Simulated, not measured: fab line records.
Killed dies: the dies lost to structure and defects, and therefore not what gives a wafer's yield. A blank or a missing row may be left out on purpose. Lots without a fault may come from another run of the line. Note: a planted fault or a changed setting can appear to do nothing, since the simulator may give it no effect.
The tool behind it: which one? ; flow sky130 ; Sampling: 10 lots, 27 wafers, 4 of 708 route steps

== WHAT EACH GAUGE READ, for each wafer ==
SKY_METAL5_RS_MEAS_05: the measuring method here is four-point-probe.
lot;measured;on;METAL5_ALCU_RS (ohm/sq)
L617;day 43 12:02;film metro-01;0.02728 0.02723 0.02726
L619;day 44 06:22;film metro-01;0.02755 0.02697 0.02754
L618;day 44 06:40;film metro-03;0.02733 0.02722 0.02716
L623;day 45 08:17;film metro-01;0.02706 0.02703 0.02683
L624;day 45 10:04;film metro-01;0.02731 0.02757 0.02739
L632;day 47 11:13;film metro-03;0.02716 0.02753 0.02745
L633;day 47 21:48;film metro-04;0.01601 0.02691
L634;day 48 01:17;film metro-03;0.0161 0.01607
L636;day 48 08:28;film metro-01;0.01605 0.02727
L638;day 48 19:10;film metro-01;0.02685 0.02682 0.0266

== WHICH TOOL RAN EACH LOT (tool, then ch and the chambers of the sampled wafers, then the start) ==
lot;SKY_VIA4_STRIP_13;SKY_METAL5_SPUTTER_00;SKY_METAL5_SPUTTER_02
L617;plasma asher-04 ch 0,1, day 43 10:33;pvd sputter-01, day 43 11:49;pvd sputter-01, day 43 11:52
L619;plasma asher-02 ch 0,1, day 44 04:47;pvd sputter-03, day 44 06:09;pvd sputter-03, day 44 06:12
L618;plasma asher-04 ch 0,1, day 44 05:05;pvd sputter-01, day 44 06:27;pvd sputter-01, day 44 06:30
L623;plasma asher-02 ch 0,1, day 45 06:29;pvd sputter-01, day 45 08:06;pvd sputter-01, day 45 08:08
L624;plasma asher-02 ch 0,1, day 45 08:33;pvd sputter-01, day 45 09:52;pvd sputter-01, day 45 09:55
L632;plasma asher-04 ch 0,1, day 47 09:38;pvd sputter-01, day 47 11:02;pvd sputter-01, day 47 11:05
L633;plasma asher-02 ch 0,1, day 47 20:11;pvd sputter-01, day 47 21:34;pvd sputter-01, day 47 21:37
L634;plasma asher-04 ch 1, day 47 23:40;pvd sputter-01, day 48 01:06;pvd sputter-01, day 48 01:09
L636;plasma asher-03 ch 0,1, day 48 06:43;pvd sputter-01, day 48 08:14;pvd sputter-01, day 48 08:17
L638;plasma asher-03 ch 0,1, day 48 17:43;pvd sputter-03, day 48 19:00;pvd sputter-03, day 48 19:03
- SKY_VIA4_STRIP_13: strips in O2/N2.
- SKY_METAL5_SPUTTER_00: material Ti, target thk 15 nm, time 10 s.
- SKY_METAL5_SPUTTER_02: material AlCu, target thk 1150 nm, time 61.2 s.

== THE ANSWER, worked out from the rows above alone ==
Rule: what is usual is taken from the lots themselves. Put in order of their means at a reading, lots are off if they are a third of the lots or fewer, leave a main group of 4 or more, and stand apart from it by a gap of 3 or more times the standard deviation of the main group's means; of several such gaps the widest counts. The tables above print the reading to a certain number of digits; a main group whose means all agree to those digits is not used. A lot without any number at a reading at which 4 lots or more have one is off too. Any other lot the step has rows for is counted as sound.
Off: L633, L634, L636, seen at SKY_METAL5_RS_MEAS_05 (METAL5_ALCU_RS). Main group: mean 0.02720 ohm/sq, sd 0.00023.
A tool fits if, at a process step before that reading, it ran every lot that is off, and no sound lot after the first of them. Those tools and the gauges at SKY_METAL5_RS_MEAS_05 are tried in the same way. One candidate fits, namely pvd sputter-01 at SKY_METAL5_SPUTTER_00 and SKY_METAL5_SPUTTER_02. At SKY_METAL5_SPUTTER_00 its last sound lot is L632 (day 47 11:02), its first lot that is off L633 (day 47 21:34): a fault that began between those two fits.

== WHAT THE SIMULATOR HAD PUT IN ==
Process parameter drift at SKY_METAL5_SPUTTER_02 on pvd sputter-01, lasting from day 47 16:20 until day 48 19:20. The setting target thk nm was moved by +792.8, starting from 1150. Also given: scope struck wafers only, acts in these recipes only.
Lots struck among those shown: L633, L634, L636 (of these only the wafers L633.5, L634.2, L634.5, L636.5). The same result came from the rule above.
